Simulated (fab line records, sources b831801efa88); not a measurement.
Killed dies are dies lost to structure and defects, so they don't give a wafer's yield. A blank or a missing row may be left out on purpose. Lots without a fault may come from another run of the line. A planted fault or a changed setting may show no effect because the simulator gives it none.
One fault seen from 2 desks | flow sky130 | each desk has only its own numbers; what lay behind them comes last

THE METROLOGY DESK
What the gauges read, lot by lot, whatever tool the lot ran on: means of the sampled wafers that have a number. A lot is out of limits, marked OUT, if its mean lies more than 4 standard deviations from the usual mean; the brackets give that distance.
Columns: A = LDD_N_OVL at SKY_LDD_N_OVL_MEAS_07, usual 0.4 nm
lot  | first seen here | A
L902 | day 19 14:58    | -0.1
L903 | day 20 05:26    | 0.1
L912 | day 23 11:37    | 1.6
L911 | day 23 15:28    | 1.3
L918 | day 25 14:01    | -0.6
L920 | day 25 23:23    | 1.7
This desk's finding: nothing out of limits on any of the 6 lots.

THE TOOL OWNER'S DESK: implanter-04
The tool's own readings at SKY_LDD_N_IMPLANT_15: means of the sampled wafers that have a number, for each lot that ran on this tool. A lot is out of limits, marked OUT, if its mean lies more than 4 standard deviations from the usual mean; the brackets give that distance.
Columns: A = dose_ions_cm2 at SKY_LDD_N_IMPLANT_15, usual 4.998e+12; B = faraday_current_uA at SKY_LDD_N_IMPLANT_15, usual 28.1; C = tilt_deg at SKY_LDD_N_IMPLANT_15, usual 29.998 degrees
lot  | first seen here | A                           | B              | C
L902 | day 19 16:03    | 5.002e+12                   | 28.2           | 29.998
L912 | day 23 12:45    | 2.194e+12 (-99 or more) OUT | 12.4 (-27) OUT | 30.015
L911 | day 23 16:34    | 2.189e+12 (-99 or more) OUT | 12.1 (-28) OUT | 30.008
This desk's finding: out of limits on L911, L912; first on L912, day 23 12:45 (dose_ions_cm2 at SKY_LDD_N_IMPLANT_15). In limits: L902.

PUT TOGETHER
The tool owner's desk could have raised an alarm at day 23 12:45, on L911, L912.
The metrology desk saw nothing out of limits.
The metrology desk has L911, L912 on record, within its limits.
Of the lots named, all ran SKY_LDD_N_IMPLANT_15 on implanter-04.

WHAT THE SIMULATOR HAD PUT IN
Process parameter drift: implanter-04, from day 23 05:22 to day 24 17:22, at SKY_LDD_N_IMPLANT_15. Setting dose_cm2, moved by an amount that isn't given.
Lots struck among those shown: L911, L912.
Hours from the fault's start to each desk's first reading out of limits: the tool owner's desk, 7.
